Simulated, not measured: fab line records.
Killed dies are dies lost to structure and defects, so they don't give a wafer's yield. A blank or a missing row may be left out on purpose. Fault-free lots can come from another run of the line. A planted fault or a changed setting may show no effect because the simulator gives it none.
The tool behind it: which one?	flow sky130	13 lots with 39 wafers sampled at 3 steps, on a route of 708 steps

== WHAT EACH GAUGE READ, for each wafer ==
SKY_VT_ADJUST_NCORE_CD_MEAS_07 targets a cd of 380 nm.
lot	measured	on	cdNm (nm)
L681	day 9 00:07	cdSem-01	383.0 382.4 380.0
L682	day 9 05:25	cdSem-02	379.6 379.3 379.3
L683	day 9 14:34	cdSem-02	378.7 378.4 377.6
L685	day 10 04:15	cdSem-01	379.0 379.0 383.0
L687	day 10 21:44	cdSem-02	376.4 378.6 377.5
L692	day 12 04:27	cdSem-01	382.1 381.8 380.9
L694	day 12 19:55	cdSem-02	380.7 382.9 380.7
L697	day 13 14:57	cdSem-02	374.8 375.7 374.1
L699	day 14 06:43	cdSem-02	385.3 386.3 383.8
L700	day 14 11:58	cdSem-02	381.1 382.3 382.7
L701	day 14 18:25	cdSem-02	377.6 379.2 380.1
L702	day 15 01:35	cdSem-02	379.0 378.9 379.5
L703	day 15 10:41	cdSem-02	377.1 380.5 380.8

SKY_VT_ADJUST_NCORE_TW_MEAS_11.
lot	measured	on	VT_ADJUST_NCORE_TW
L681	day 9 00:32	filmMetro-01	219.2 218.7 218.9
L682	day 9 05:47	filmMetro-02	215.9 215.9 215.8
L683	day 9 14:59	filmMetro-01	219.6 217.3 218.3
L685	day 10 04:39	filmMetro-02	214.1 214.8 213.9
L687	day 10 22:07	filmMetro-02	214.6 214.6 213.4
L692	day 12 04:52	filmMetro-02	215.1 215.8 214.2
L694	day 12 20:19	filmMetro-03	219.9 220.9 218.8
L697	day 13 15:22	filmMetro-03	221.4 222.0 219.3
L699	day 14 07:06	filmMetro-03	218.5 219.6 217.9
L700	day 14 12:22	filmMetro-02	216.5 217.2 216.0
L701	day 14 18:49	filmMetro-02	215.4 215.7 217.2
L702	day 15 01:59	filmMetro-02	214.6 214.8 213.4
L703	day 15 11:05	filmMetro-02	214.0 212.7 213.5

SKY_SONOS_ONO_THK_MEAS_03.
lot	measured	on	SONOS_ONO_CVD_02_THK (nm)
L681	day 12 02:11	filmMetro-01	10.35 10.42 10.28
L682	day 12 07:49	filmMetro-03	10.56 10.61 10.47
L683	day 12 19:41	filmMetro-01	10.69 10.76 10.80
L685	day 13 09:05	filmMetro-03	10.40 10.55 10.63
L687	day 14 04:49	filmMetro-03	10.45 10.42 10.50
L692	day 15 19:40	filmMetro-02	10.58 10.51 10.41
L694	day 16 06:37	filmMetro-02	10.32 10.21 10.28
L697	day 17 07:20	filmMetro-03	10.56 10.53 10.61
L699	day 18 01:39	filmMetro-03	10.31 10.32 10.32
L700	day 18 09:09	filmMetro-03	10.46 10.45 10.41
L701	day 18 14:33	filmMetro-03	10.59 10.42 10.58
L702	day 19 01:02	filmMetro-01	10.44 10.47 10.55
L703	day 19 06:26	filmMetro-01	10.50 10.73 10.69

== WHICH TOOL RAN EACH LOT (tool, then ch and the chambers of the sampled wafers, then the start) ==
No process step before these readings appears in the record.

== WHAT THE TOOLS THEMSELVES READ (means of the sampled wafers that have a number; where no wafer has one, the mark that the record gives instead) ==
The record holds no such reading with a usual standard deviation.

== THE ANSWER, worked out from the rows above alone ==
Rule: usual is defined by the lots themselves. The widest of any qualifying gaps counts: lots, ordered by their means at a reading, are off when they make up no more than a third of the lots, leave a main group of 4 or more, and stand apart from it by 3 or more times the standard deviation of that group's means. A main group is skipped when, at the precision printed for the reading in the tables above, its means are all equal. A lot without any number at a reading at which 4 lots or more have one is off too. The other lots that the step has rows for count as sound. After the gauges, taken in route order, come the tools' own readings; for these a lot's mean is taken, as printed above. The first step at which some lot is off is used, and at that step the reading that is off furthest; a lot without a number counts as furthest.
None of the lots is off at any reading shown; this tells nothing.

== WHAT THE SIMULATOR HAD PUT IN ==
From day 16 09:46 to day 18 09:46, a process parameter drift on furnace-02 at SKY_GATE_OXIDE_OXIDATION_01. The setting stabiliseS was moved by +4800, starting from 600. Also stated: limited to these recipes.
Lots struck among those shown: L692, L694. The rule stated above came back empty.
